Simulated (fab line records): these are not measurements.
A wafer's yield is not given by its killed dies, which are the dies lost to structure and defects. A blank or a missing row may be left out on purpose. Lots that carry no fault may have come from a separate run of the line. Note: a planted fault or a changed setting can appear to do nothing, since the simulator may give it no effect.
What tool caused it? | flow sky130 | 6 lots with 18 wafers sampled at 4 steps, on a route of 708 steps

== WHAT EACH GAUGE READ, for each wafer ==
SKY_LOCAL_INTERCONNECT_RS_MEAS_01: a four-point-probe measurement.
lot  | measured     | on            | LOCAL_INTERCONNECT_TIN_RS (ohm/sq)
L474 | day 30 15:41 | film metro-02 | 14.53 14.31 14.33
L478 | day 31 09:14 | film metro-02 | - - - - - -
L480 | day 32 05:14 | film metro-02 | - - - - - -
L489 | day 34 16:56 | film metro-04 | 13.85 13.91 13.91
L493 | day 36 19:29 | film metro-03 | 13.96 14.09 14.07
L495 | day 36 23:19 | film metro-04 | 14.19 14.04 14.41

== WHICH TOOL RAN EACH LOT (tool, then ch and the chambers of the sampled wafers, then the start) ==
lot  | SKY_LI_CONTACT_STRIP_16              | SKY_LI_CONTACT_CMP_24         | SKY_LOCAL_INTERCONNECT_SPUTTER_00
L474 | plasma asher-01 ch 0,1, day 30 14:35 | cmp-01 ch 1,3, day 30 15:19   | pvd sputter-01, day 30 15:37
L478 | plasma asher-02 ch 0,1, day 31 08:07 | cmp-02 ch 0,2, day 31 08:50   | pvd sputter-01, day 31 09:08
L480 | plasma asher-02 ch 0,1, day 32 04:08 | cmp-01 ch 1,2,3, day 32 04:53 | pvd sputter-01, day 32 05:11
L489 | plasma asher-04 ch 0,1, day 34 15:50 | cmp-01 ch 0,1,2, day 34 16:35 | pvd sputter-01, day 34 16:53
L493 | plasma asher-04 ch 0, day 36 18:11   | cmp-02 ch 0,1, day 36 19:07   | pvd sputter-01, day 36 19:25
L495 | plasma asher-04 ch 0,1, day 36 21:53 | cmp-02 ch 0,3, day 36 22:55   | pvd sputter-01, day 36 23:13
- SKY_LI_CONTACT_STRIP_16: strips in O2/N2.
- SKY_LI_CONTACT_CMP_24: polishes, stops on PSG, t overpolish 20 s, target thk 0 nm.
- SKY_LOCAL_INTERCONNECT_SPUTTER_00: material TiN, target thk 100 nm, time 83.3 s.

== THE ANSWER, worked out from the rows above alone ==
Rule: what is usual is taken from the lots themselves. The widest of any qualifying gaps counts: lots, ordered by their means at a reading, are off when they make up no more than a third of the lots, leave a main group of 4 or more, and stand apart from it by 3 or more times the standard deviation of that group's means. Not used: any main group whose means are identical at the precision the tables above print for the reading. A lot without any number at a reading at which 4 lots or more have one is off too. Where the step has rows for the other lots, those lots are counted as sound.
Off: at SKY_LOCAL_INTERCONNECT_RS_MEAS_01 (LOCAL_INTERCONNECT_TIN_RS), L478, L480. Without a number there: L478, L480. Main group: mean 14.13 ohm/sq, sd 0.19.
A tool fits if, at a process step before that reading, it ran every lot that is off, and no sound lot after the first of them. Gauges at SKY_LOCAL_INTERCONNECT_RS_MEAS_01: tried the same way as those tools. Can't be told from this: 2 tools fit, plasma asher-02 at SKY_LI_CONTACT_STRIP_16, film metro-02 at SKY_LOCAL_INTERCONNECT_RS_MEAS_01.

== WHAT HAD BEEN PUT IN BY THE SIMULATOR ==
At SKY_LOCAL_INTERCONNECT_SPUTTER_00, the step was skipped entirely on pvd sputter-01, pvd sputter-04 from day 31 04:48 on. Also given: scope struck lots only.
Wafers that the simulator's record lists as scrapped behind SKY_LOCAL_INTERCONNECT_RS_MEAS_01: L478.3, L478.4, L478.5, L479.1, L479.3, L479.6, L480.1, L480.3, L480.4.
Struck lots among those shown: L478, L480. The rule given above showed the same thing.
